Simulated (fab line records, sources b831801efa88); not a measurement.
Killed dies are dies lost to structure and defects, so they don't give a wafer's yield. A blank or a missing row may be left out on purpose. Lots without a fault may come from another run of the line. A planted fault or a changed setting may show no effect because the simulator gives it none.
fab line records | flow sky130
record lots=6 wafers=18 last_day=50
route steps=708 shown VT_ADJUST_LVTN@102 PAD_OPEN@708
lots that met no fault: from a run of the same line without faults
start_h: hours from the record's first day to the start of the lot's first wafer shown | wait_h: hours since the lot's step before | " the same as in the row above | L1.1+2: a row that stands for several wafers | - no value, or no start given | * or withheld: withheld | < > ~ a bound
route shown NAME@n: a module of which the file shows steps, and the number in the route of the first | usual: mean/standard deviation of fault-free wafers | same: alike in all rows | chamber/n: place in a boat | sites: the reading at each site | _std_site: their standard deviation | _edge_site: outer sites' mean less inner sites' | radius_mm: how far each site lies from the wafer's centre | mask NAME#n: copy n | behind: the tool/chamber that last shaped the wafer | hold: why the lot was held/for how many hours/how that ended | device: the transistor (n, p or np) that didn't switch | end of line: the same wafers' tests at the end of the route | a step without rows: its recipe alone | killed: dies lost to structure and defects at the first sort, not the wafer's yield | map: a wafer's dies, x killed, . not, _ none there
set.NAME: the setting as run; set.NAME@STEP: as run at that earlier step | model.NAME: the simulator's own value behind a step, which no gauge read
lots at some steps of the route; a table a step, a row a wafer
services: from which hour (start_h, from the record's first day; less than 0 if before it) a tool's chamber was out of use, for how many hours, and why
## steps
# step SKY_VT_ADJUST_LVTN_PEB_05
# recipe temp_c=115 time_s=withheld
# step SKY_VT_ADJUST_LVTN_DEVELOP_06
# recipe wall_angle_deg=90 developer=TMAH develop_time_s=60 dev_temp_c=23
# step SKY_VT_ADJUST_LVTN_OVL_MEAS_07
# usual VT_ADJUST_LVTN_OVL=1.2/1.1
# columns lot.wafer tool chamber start_h wait_h VT_ADJUST_LVTN_OVL[nm]
L431.2 overlay-02 - 152.83 - 0.8
L431.4 " - " " 1.7
L431.5 " - " " 0.8
L437.4 overlay-01 - 195.11 - 3.1
L437.5 " - " " 1.4
L437.6 " - " " 1.6
L438.4 overlay-02 - 210.46 - 0.7
L438.5 " - " " 1.9
L438.6 " - " " -0.1
L445.4 overlay-01 - 246.17 - 0.3
L445.5 " - " " 0.0
L445.6 " - " " 1.2
L452.1 overlay-02 - 291.54 - 0.4
L452.2 " - " " 2.0
L452.3 " - " " 0.9
L453.2 overlay-02 - 301.80 - 1.1
L453.3 " - " " 2.2
L453.6 " - " " 2.5
# step SKY_VT_ADJUST_LVTN_IMPLANT_08
# recipe species=B energy_kev=30 dose_cm2=1.57e+12 tilt_deg=withheld
# step SKY_VT_ADJUST_LVTN_STRIP_09
# recipe chemistry=O2/N2 power_w=1400 pressure_mtorr=1500 platen_temp_c=withheld o2_flow_sccm=3000 n2_flow_sccm=300 overash_fraction=0.5
# usual drypump_motor_current_A=5.7/0.5 o2_flow_sccm=2999/9.2 oes_product_au=0.722/0.0047 strip_time_to_endpoint_s=36.93/0.11
# columns lot.wafer tool chamber start_h wait_h drypump_motor_current_A o2_flow_sccm oes_product_au rf_hours_counter_h strip_time_to_endpoint_s
L431.2 plasma_asher-04 1 153.01 0.1 4.9 2986 0.726 34 37.12
L431.4 " 0 " " 6.1 3000 0.715 - 37.12
L431.5 " 0 " " 6.1 2990 0.721 - 37.10
L437.4 plasma_asher-03 1 195.31 0.1 5.8 3002 0.724 - 36.99
L437.5 " 1 " " 5.8 3002 0.725 - 37.06
L437.6 " 0 " " 6.0 2990 0.712 - 36.98
L438.4 plasma_asher-04 1 210.66 0.1 4.9 2996 0.718 - 37.02
L438.5 " 0 " " 6.1 2985 0.719 - 37.01
L438.6 " 1 " " 4.9 2992 0.720 - 36.91
L445.4 plasma_asher-03 1 246.37 0.1 5.8 2994 0.728 - 36.85
L445.5 " 0 " " 6.1 3004 0.723 - 36.90
L445.6 " 1 " " 5.9 3006 0.724 - 36.80
L452.1 plasma_asher-02 1 291.73 0.1 6.2 2995 0.716 61 36.85
L452.2 " 0 " " 5.1 2991 0.717 61 36.80
L452.3 " 1 " " 6.2 3020 0.725 - 36.90
L453.2 plasma_asher-04 0 301.98 0.1 6.1 3002 0.721 49 36.85
L453.3 " 1 " " 4.9 3021 0.715 - 36.93
L453.6 " 1 " " 4.9 3018 0.720 - 36.92
# step SKY_VT_ADJUST_LVTN_TW_MEAS_10
# usual VT_ADJUST_LVTN_TW=240.2/2.1
# columns lot.wafer tool chamber start_h wait_h VT_ADJUST_LVTN_TW
L431.2 film_metro-04 - 153.12 0.1 238.9
L431.4 " - " " 239.6
L431.5 " - " " 238.3
L437.4 film_metro-03 - 195.41 0.1 241.1
L437.5 " - " " 240.8
L437.6 " - " " 241.6
L438.4 film_metro-04 - 210.76 0.1 236.9
L438.5 " - " " 235.5
L438.6 " - " " 237.2
L445.4 film_metro-03 - 246.47 0.1 239.9
L445.5 " - " " 239.4
L445.6 " - " " 241.0
L452.1 film_metro-01 - 291.83 0.1 242.6
L452.2 " - " " 242.3
L452.3 " - " " 244.1
L453.2 film_metro-04 - 302.09 0.1 237.1
L453.3 " - " " 236.4
L453.6 " - " " 236.0
# step SKY_VT_ADJUST_LVTN_DEHYDRATE_11
# recipe temp_c=200 time_s=60
# step SKY_VT_ADJUST_LVTN_HMDS_12
# recipe prime_time_s=60 prime_temp_c=120
# step SKY_VT_ADJUST_LVTN_COAT_13
# recipe resist=NOVOLAK spin_rpm=3000 resist_thk_nm=1140
# step SKY_VT_ADJUST_LVTN_SOFTBAKE_14
# recipe temp_c=90 time_s=60 resist=NOVOLAK
# step SKY_VT_ADJUST_LVTN_EXPOSE_15
# recipe mask_id=HVN_STD_DERIVED na=0.6 source_shape=conventional sigma_outer=0.6 polarization=unpolarized target_cd_nm=600 dose_mj=163
# step SKY_VT_ADJUST_LVTN_PEB_16
# recipe temp_c=withheld time_s=* resist=NOVOLAK
# step SKY_VT_ADJUST_LVTN_DEVELOP_17
# recipe resist=NOVOLAK developer=TMAH develop_time_s=60 dev_temp_c=23
# columns lot.wafer tool chamber start_h wait_h
L431.2+4+5 litho_track-04 0 173.30 0.1
L437.4+5+6 litho_track-04 0 217.45 0.1
L438.4+5+6 litho_track-04 0 233.20 0.1
L445.4+5+6 litho_track-01 0 270.57 0.1
L452.1+2+3 litho_track-02 0 316.60 0.1
L453.2+3+6 litho_track-01 0 327.72 0.1
# step SKY_VT_ADJUST_LVTN_OVL_MEAS_18
# usual VT_ADJUST_LVTN_01_OVL=-0.1/1.3
# columns lot.wafer tool chamber start_h wait_h VT_ADJUST_LVTN_01_OVL[nm]
L431.2 overlay-01 - 173.43 0.1 -0.1
L431.4 " - " " 0.2
L431.5 " - " " 0.0
L437.4 overlay-01 - 217.54 0.1 -
L437.5 " - " " -
L437.6 " - " " -
L438.4 overlay-01 - 233.29 0.1 -
L438.5 " - " " -
L438.6 " - " " -
L445.4 overlay-01 - 270.66 0.1 0.2
L445.5 " - " " 0.8
L445.6 " - " " -0.5
L452.1 overlay-02 - 316.75 0.1 -1.1
L452.2 " - " " -2.5
L452.3 " - " " -2.3
L453.2 overlay-02 - 327.85 0.1 -2.0
L453.3 " - " " 0.4
L453.6 " - " " -1.0
# step SKY_VT_ADJUST_LVTN_IMPLANT_19
# recipe species=B energy_kev=30 dose_cm2=6.5e+11 tilt_deg=withheld
# step SKY_VT_ADJUST_LVTN_STRIP_20
# recipe chemistry=O2/N2 power_w=1400 pressure_mtorr=1500 platen_temp_c=withheld o2_flow_sccm=3000 n2_flow_sccm=300 overash_fraction=0.5
# usual drypump_motor_current_A=5.6/0.53 o2_flow_sccm=2998/9.4 oes_product_au=0.717/0.0047 strip_time_to_endpoint_s=14.16/0.041
# columns lot.wafer tool chamber start_h wait_h drypump_motor_current_A o2_flow_sccm oes_product_au rf_hours_counter_h strip_time_to_endpoint_s
L431.2 plasma_asher-02 0 173.61 0.1 5.1 3009 0.711 49 14.23
L431.4 " 0 " " 5.1 3011 0.722 - 14.20
L431.5 " 1 " " 6.2 2991 0.711 - 14.24
L437.4 plasma_asher-03 1 217.74 0.1 5.8 3001 0.721 - 14.16
L437.5 " 1 " " 5.8 2992 0.721 - 14.16
L437.6 " 0 " " 6.0 3011 0.721 - 14.22
L438.4 plasma_asher-04 1 233.49 0.1 4.9 2998 0.718 - 14.21
L438.5 " 1 " " 4.9 2982 0.714 - 14.24
L438.6 " 0 " " 6.1 3001 0.720 - 14.24
L445.4 plasma_asher-02 0 270.86 0.1 5.1 2989 0.724 - 14.14
L445.5 " 1 " " 6.1 3000 0.716 - 14.15
L445.6 " 0 " " 5.1 2979 0.707 - 14.18
L452.1 plasma_asher-02 0 316.94 0.1 5.1 2978 0.712 63 14.17
L452.2 " 1 " " 6.1 3002 0.720 63 14.20
L452.3 " 1 " " 6.2 2999 0.709 - 14.17
L453.2 plasma_asher-03 0 328.03 0.1 6.1 3021 0.721 60 14.20
L453.3 " 1 " " 5.9 2995 0.715 - 14.20
L453.6 " 1 " " 5.8 3002 0.718 - 14.23
# step SKY_VT_ADJUST_LVTN_TW_MEAS_21
# usual VT_ADJUST_LVTN_2_TW=187.2/1.5
# columns lot.wafer tool chamber start_h wait_h hold VT_ADJUST_LVTN_2_TW
L431.2 film_metro-04 - 173.72 0.1 - 186.1
L431.4 " - " " - 185.5
L431.5 " - " " - 186.6
L437.4 film_metro-01 - 217.84 0.1 await_dispo/0.2h/release 30.1
L437.5 " - " " await_dispo/0.2h/release 30.1
L437.6 " - " " await_dispo/0.2h/release 30.0
L437.4 film_metro-01 - 218.06 0.2 - 30.1
L437.5 " - " " - 30.0
L437.6 " - " " - 30.1
L438.4 film_metro-03 - 233.59 0.1 await_dispo/0.2h/release 30.0
L438.5 " - " " await_dispo/0.2h/release 29.9
L438.6 " - " " await_dispo/0.2h/release 30.0
L438.4 film_metro-03 - 233.81 0.2 - 29.9
L438.5 " - " " - 30.2
L438.6 " - " " - 29.9
L445.4 film_metro-04 - 270.96 0.1 - 186.8
L445.5 " - " " - 186.5
L445.6 " - " " - 185.6
L452.1 film_metro-01 - 317.04 0.1 - 189.4
L452.2 " - " " - 189.2
L452.3 " - " " - 188.8
L453.2 film_metro-03 - 328.14 0.1 - 186.3
L453.3 " - " " - 185.5
L453.6 " - " " - 185.2
# step SKY_PAD_OPEN_PROBE_99
# usual defect_limited_yield=82.0/1.9 killed_at_M0_to_M3=46/6.7 killed_at_M4_up=3.3/2 killed_at_contacts=24/5.4 killed_at_front_end=15/4.3 killed_at_other=0.4/0.64 killed_dies=89/9.1 killed_open=48/7.2 killed_short=40/6.3 sort_bin_3_pad_short=0.9/0.42 sort_bin_5_function=10.8/1.5 sort_bin_6_memory=6.4/1.1 sort_n_pass=403/9.1 sort_yield_pct=82.0/1.9
# same gross_dies=492 killed_at_back_side=0 sort_bin_4_leakage[%]=0 sort_bin_8_speed[%]=0
# columns lot.wafer tool chamber start_h wait_h defect_limited_yield[%] killed_at_M0_to_M3 killed_at_M4_up killed_at_contacts killed_at_front_end killed_at_other killed_dies killed_open killed_short sort_bin_3_pad_short[%] sort_bin_5_function[%] sort_bin_6_memory[%] sort_n_pass sort_yield_pct[%]
L452.1 prober-01 - 1209.31 0.1 82.3 43 3 21 19 1 87 36 51 1.2 11.2 5.3 405 82.3
L452.2 prober-01 - 1209.36 0.1 82.5 46 2 23 15 0 86 48 38 0.6 9.6 7.3 406 82.5
L452.3 prober-01 - 1209.41 0.2 80.7 47 4 22 22 0 95 49 46 1.4 10.8 7.1 397 80.7
# killed by level:class
L452.1 VIA1:geometric_particle:open=8 CONTACT:geometric_particle:short=6 METAL3:geometric_particle:short=6 POLY_GATE:geometric_particle:open=5 POLY_GATE:geometric_particle:short=5 LI_CONTACT:geometric_particle:short=5 VIA2:geometric_particle:open=5 METAL1:geometric_particle:open=5
L452.2 VIA1:geometric_particle:open=13 CONTACT:geometric_particle:open=10 VIA2:geometric_particle:open=9 METAL1:geometric_particle:short=6 FIELD_ISO:geometric_particle:open=5 POLY_GATE:geometric_particle:open=4 CONTACT:geometric_particle:short=4 VIA2:geometric_particle:short=4
L452.3 METAL2:geometric_particle:short=10 VIA1:geometric_particle:open=8 VIA3:geometric_particle:open=7 POLY_GATE:geometric_particle:open=7 LI_CONTACT:geometric_particle:open=7 VIA1:geometric_particle:short=7 CONTACT:geometric_particle:open=6 SPACER:geometric_particle:short=5
## services
# columns tool chamber start_h hours kind
plasma_asher-03 - 158.96 5.2 repair
plasma_asher-03 - 168.04 2.3 repair
plasma_asher-03 - 171.45 10.7 repair
plasma_asher-04 - 177.59 1.6 repair
plasma_asher-02 - 185.11 2.8 pm
litho_track-04 - 213.69 - consumable_replace:filter
plasma_asher-02 - 238.25 0.4 repair
plasma_asher-02 - 256.03 1.3 repair
plasma_asher-04 - 271.12 1.9 repair
## key
first_sign step=SKY_VT_ADJUST_LVTN_OVL_MEAS_18 reading=VT_ADJUST_LVTN_01_OVL direction=missing
effect step=SKY_VT_ADJUST_LVTN_TW_MEAS_21 reading=visit direction=added
effect step=SKY_VT_ADJUST_LVTN_TW_MEAS_21 reading=VT_ADJUST_LVTN_2_TW direction=down sigmas=99+ usual=187.2 struck=30.0
met_at SKY_VT_ADJUST_LVTN_DEVELOP_17
struck_wafers L437.4,L437.5,L437.6,L438.4,L438.5,L438.6
scrapped_behind SKY_VT_ADJUST_LVTN_TW_MEAS_21 L437.4,L437.5,L437.6,L438.4,L438.5,L438.6
onset_between 173.30 217.45
fault kind=process_parameter_drift tool=litho_track-04 chamber=- onset_h=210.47 steps=SKY_VT_ADJUST_LVTN_DEVELOP_17 channel=develop_time_s offset=* shape=step end_h=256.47 acts_in=* stated=*
